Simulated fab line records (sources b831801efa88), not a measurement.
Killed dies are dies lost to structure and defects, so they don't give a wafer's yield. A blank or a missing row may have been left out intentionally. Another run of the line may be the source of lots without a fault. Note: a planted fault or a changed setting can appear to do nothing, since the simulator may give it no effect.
Matching of chambers || flow sfq-line || rie-diel-01 running SFQ_TRILAYER_I5_ETCH_VIA_ETCH_147: 4 sister chambers
The step etches the open film in CHF3, stops on Nb, target depth 360 nm. 4 wafers are shown with their chamber, then 8 later ones without.

== EACH WAFER AND ITS CHAMBER ==
{"wafer": "L090.1", "chamber": 1, "drypump-motor-current-A (A)": 5.8}
{"wafer": "L090.3", "chamber": 0, "drypump-motor-current-A (A)": 5.8}
{"wafer": "L090.4", "chamber": 3, "drypump-motor-current-A (A)": 5.1}
{"wafer": "L091.1", "chamber": 2, "drypump-motor-current-A (A)": 5.7}

== WAFERS WITHOUT THEIR CHAMBER ==
{"wafer": "L091.4", "drypump-motor-current-A (A)": 5.8}
{"wafer": "L091.6", "drypump-motor-current-A (A)": 5.2}
{"wafer": "L093.2", "drypump-motor-current-A (A)": 5.7}
{"wafer": "L093.4", "drypump-motor-current-A (A)": 5.6}
{"wafer": "L093.5", "drypump-motor-current-A (A)": 5.8}
{"wafer": "L097.1", "drypump-motor-current-A (A)": 5.1}
{"wafer": "L097.2", "drypump-motor-current-A (A)": 5.7}
{"wafer": "L097.3", "drypump-motor-current-A (A)": 5.8}

== THE CHAMBER EACH PASSED THROUGH ==
{"wafer": "L091.4", "from the rows above": "can't be placed: 0 or 1 or 2", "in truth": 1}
{"wafer": "L091.6", "from the rows above": 3, "in truth": 3}
{"wafer": "L093.2", "from the rows above": "can't be placed: 2 or 0 or 1", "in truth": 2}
{"wafer": "L093.4", "from the rows above": "can't be placed: 2 or 0 or 1", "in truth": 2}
{"wafer": "L093.5", "from the rows above": "can't be placed: 0 or 1 or 2", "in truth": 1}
{"wafer": "L097.1", "from the rows above": 3, "in truth": 3}
{"wafer": "L097.2", "from the rows above": "can't be placed: 2 or 0 or 1", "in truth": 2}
{"wafer": "L097.3", "from the rows above": "can't be placed: 0 or 1 or 2", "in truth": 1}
Placed correctly: 2 of 8. Can't be placed from these rows: 6 (the true chamber is among the candidates in 6). Placed wrongly: 0.
How it was worked out, from the rows above alone: a wafer's distance from a chamber is the root of the sum, over the readings, of the square of ((its reading less the chamber's mean) divided by the reading's scatter). If the next closest chamber is less than 2 further off than the closest, the wafer can't be placed; otherwise it belongs to the closest. A chamber's mean is the mean of its shown wafers. The scatter (one wafer shown for each chamber): square how far every hidden wafer sits from the nearest shown wafer, average those squares and take the square root.
